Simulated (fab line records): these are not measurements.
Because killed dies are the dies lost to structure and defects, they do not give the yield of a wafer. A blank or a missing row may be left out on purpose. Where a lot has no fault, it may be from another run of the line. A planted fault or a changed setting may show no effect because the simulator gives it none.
Which tool was responsible? | flow sky130 | Sampling: 11 lots, 33 wafers, 6 of 708 route steps

## WHAT THE GAUGES READ, wafer by wafer
SKY_FIELD_ISO_BOW_MEAS_00.
lot  | measured    | on            | INCOMING_BOW (um)
L226 | day 2 01:01 | film metro-01 | 0 0 -8
L228 | day 2 11:00 | film metro-04 | 4 2 -2
L233 | day 3 12:01 | film metro-03 | 4 0 5
L234 | day 3 17:00 | film metro-04 | -2 9 8
L235 | day 3 22:01 | film metro-03 | -6 -5 -9
L237 | day 4 08:01 | film metro-03 | -1 0 10
L238 | day 4 13:01 | film metro-03 | -2 6 2
L241 | day 5 04:00 | film metro-04 | 1 -2 -12
L242 | day 5 09:00 | film metro-03 | 0 1 5
L243 | day 5 14:02 | film metro-01 | 0 8 2
L246 | day 6 05:00 | film metro-04 | -6 -6 4

SKY_NWELL_TW_MEAS_15.
lot  | measured     | on            | NWELL_TW
L226 | day 5 04:21  | film metro-01 | 1811 1821 1815
L228 | day 5 16:37  | film metro-01 | 1822 1828 1821
L233 | day 6 23:21  | film metro-04 | 1840 1831 1838
L234 | day 7 06:20  | film metro-01 | 3616 3631 3641
L235 | day 7 12:45  | film metro-01 | 3635 3637 3637
L237 | day 7 21:10  | film metro-02 | 3659 3666 3647
L238 | day 8 06:48  | film metro-04 | 1816 1823 1817
L241 | day 8 23:06  | film metro-04 | 1822 1830 1834
L242 | day 9 02:38  | film metro-01 | 1831 1813 1823
L243 | day 9 12:46  | film metro-01 | 1810 1819 1819
L246 | day 10 10:30 | film metro-02 | 1821 1814 1820

SKY_NWELL_RS_MEAS_29: the measuring method here is four-point-probe.
lot  | measured     | on            | NWELL_RS (ohm/sq)
L226 | day 5 22:52  | film metro-04 | 623.6 625.2 626.1
L228 | day 6 11:25  | film metro-01 | 623.6 623.8 624.0
L233 | day 7 19:29  | film metro-02 | 627.2 626.2 626.8
L234 | day 8 02:22  | film metro-01 | 180.3 180.4 180.0
L235 | day 8 08:55  | film metro-02 | 180.0 180.1 179.9
L237 | day 8 18:16  | film metro-02 | 180.1 180.4 180.2
L238 | day 9 03:52  | film metro-04 | 624.2 625.7 625.7
L241 | day 9 21:13  | film metro-02 | 627.0 625.7 625.1
L242 | day 10 01:42 | film metro-04 | 621.7 620.4 623.7
L243 | day 10 11:32 | film metro-01 | 625.9 625.9 625.0
L246 | day 11 10:16 | film metro-02 | 627.6 626.5 627.2

SKY_VT_ADJUST_NCORE_CD_MEAS_07: the cd target is 380 nm.
lot  | measured     | on        | cd nm (nm)
L226 | day 9 08:20  | cd sem-02 | 379.3 380.5 381.0
L228 | day 9 22:19  | cd sem-01 | 383.2 382.1 380.3
L233 | day 11 12:57 | cd sem-02 | 377.4 380.2 378.0
L234 | day 11 19:56 | cd sem-02 | 375.0 375.5 376.4
L235 | day 12 05:35 | cd sem-01 | 381.7 383.9 381.4
L237 | day 12 15:08 | cd sem-02 | 382.2 383.6 380.2
L238 | day 13 02:33 | cd sem-01 | 375.3 378.6 376.2
L241 | day 13 21:52 | cd sem-02 | 377.6 378.2 378.6
L242 | day 14 02:07 | cd sem-02 | 386.7 384.5 387.6
L243 | day 14 13:34 | cd sem-01 | 382.6 381.1 385.4
L246 | day 15 16:19 | cd sem-02 | 380.9 381.1 382.0

## TOOL THAT RAN EACH LOT (tool first, then ch and the chambers of the sampled wafers, then the start)
lot  | SKY_FIELD_ISO_CMP_27         | SKY_NWELL_IMPLANT_11
L226 | cmp-02 ch 1,2, day 3 00:02   | implanter-04 ch 0, day 5 02:43
L228 | cmp-02 ch 1,2,3, day 3 11:04 | implanter-01 ch 0, day 5 16:02
L233 | cmp-02 ch 0,1,3, day 4 14:08 | implanter-01 ch 0, day 6 22:49
L234 | cmp-02 ch 0,2, day 4 19:01   | implanter-01 ch 0, day 7 05:47
L235 | cmp-02 ch 0,3, day 5 01:11   | implanter-01 ch 0, day 7 12:13
L237 | cmp-01 ch 2,3, day 5 09:40   | implanter-01 ch 0, day 7 20:38
L238 | cmp-01 ch 0,1, day 5 17:05   | implanter-02 ch 0, day 8 06:16
L241 | cmp-02 ch 0,2,3, day 6 07:19 | implanter-04 ch 0, day 8 22:33
L242 | cmp-02 ch 1,2, day 6 11:01   | implanter-04 ch 0, day 9 02:05
L243 | cmp-02 ch 0,1,3, day 6 19:35 | implanter-02 ch 0, day 9 12:15
L246 | cmp-02 ch 0,1, day 7 13:24   | implanter-04 ch 0, day 10 09:57
- SKY_FIELD_ISO_CMP_27: polishes, stops on Si3N4, t overpolish 16 s, target thk 457.8 nm.
- SKY_NWELL_IMPLANT_11

## AS READ BY THE TOOLS THEMSELVES (means over the sampled wafers that have a number; for cases with no such wafer, the mark the record gives instead)
SKY_FIELD_ISO_CMP_27.
lot  | tool   | motor current A (A) | overpolish run s (s) | slurry filter dp kPa (kPa) | time to endpoint s (s)
L226 | cmp-02 | 10.2                | 16.003               | 13.48                      | 110
L228 | cmp-02 | 10.6                | 16.005               | 13.53                      | 113
L233 | cmp-02 | 11.8                | 16.004               | 13.44                      | 110
L234 | cmp-02 | 11.3                | 16.006               | 13.50                      | 106
L235 | cmp-02 | 11.9                | 16.004               | 13.46                      | 108
L237 | cmp-01 | 12.7                | 15.995               | 13.48                      | 108
L238 | cmp-01 | 12.3                | 15.995               | 13.51                      | 115
L241 | cmp-02 | 11.1                | 15.990               | 13.53                      | 106
L242 | cmp-02 | 10.8                | 16.002               | 13.49                      | 107
L243 | cmp-02 | 11.8                | 15.996               | 13.50                      | 113
L246 | cmp-02 | 12.5                | 16.001               | 13.48                      | 110

SKY_NWELL_IMPLANT_11.
lot  | tool         | beam on s (s) | dose ions cm2 | end station pressure torr (Torr) | faraday current uA
L226 | implanter-04 | 9.89          | 1.8981e+13    | 5.32e-06                         | 108.1
L228 | implanter-01 | 10.00         | 1.9018e+13    | 5.13e-06                         | 107.2
L233 | implanter-01 | 10.21         | 1.8998e+13    | 4.84e-06                         | 104.9
L234 | implanter-01 | 68.56         | 1.7405e+14    | 5.27e-06                         | 143.4
L235 | implanter-01 | 67.45         | 1.7405e+14    | 5.23e-06                         | 145.4
L237 | implanter-01 | 68.35         | 1.7409e+14    | 4.97e-06                         | 143.8
L238 | implanter-02 | 9.72          | 1.8972e+13    | 4.96e-06                         | 110.2
L241 | implanter-04 | 10.02         | 1.8998e+13    | 5.07e-06                         | 107.0
L242 | implanter-04 | 10.05         | 1.9006e+13    | 5.37e-06                         | 106.5
L243 | implanter-02 | 10.05         | 1.9016e+13    | 5.05e-06                         | 106.5
L246 | implanter-04 | 9.96          | 1.9000e+13    | 5.10e-06                         | 107.8

## THE ANSWER, worked out from the rows above alone
Rule: usual is defined by the lots themselves. The widest of any qualifying gaps counts: lots, ordered by their means at a reading, are off when they make up no more than a third of the lots, leave a main group of 4 or more, and stand apart from it by 3 or more times the standard deviation of that group's means. A main group is skipped when, at the precision printed for the reading in the tables above, its means are all equal. Also off: a lot with no number at a reading for which 4 or more lots have one. The other lots that the step has rows for count as sound. First the gauges in route order, then the tools' own readings, where a lot's mean is used as printed above. At the first step where some lot is off, the reading lying furthest off is the one used; lots without a number count as furthest.
Off: L234, L235, L237, at SKY_NWELL_TW_MEAS_15 (NWELL_TW). Main group: mean 1822, sd 6.6.
If a tool, at a process step before that reading, ran all the lots that are off and no sound lot after the first of them, it fits. Not tried: the gauges at SKY_NWELL_TW_MEAS_15; whatever is off there is also off at SKY_NWELL_IMPLANT_11, on other tools, and gauge error can't account for it. One fits: implanter-01 at SKY_NWELL_IMPLANT_11. Its last sound lot is L233 (day 6 22:49), its first lot that is off L234 (day 7 05:47): a fault that began between those two fits.
The tool's own readings at SKY_NWELL_IMPLANT_11 bear it out: on the lots that are off they differ by more than 5 times the standard deviation of the sound lots' means. beam on s reads 68.12 s there against 9.99 s on the sound lots; dose ions cm2 reads 1.7406e+14 there against 1.8999e+13 on the sound lots; faraday current uA reads 144.2 there against 107.3 on the sound lots.

## WHAT THE SIMULATOR PUT IN
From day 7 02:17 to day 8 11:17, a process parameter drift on implanter-01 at SKY_NWELL_IMPLANT_11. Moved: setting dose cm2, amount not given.
Shown lots that were struck: L234, L235, L237. This agrees with what the rule above found.
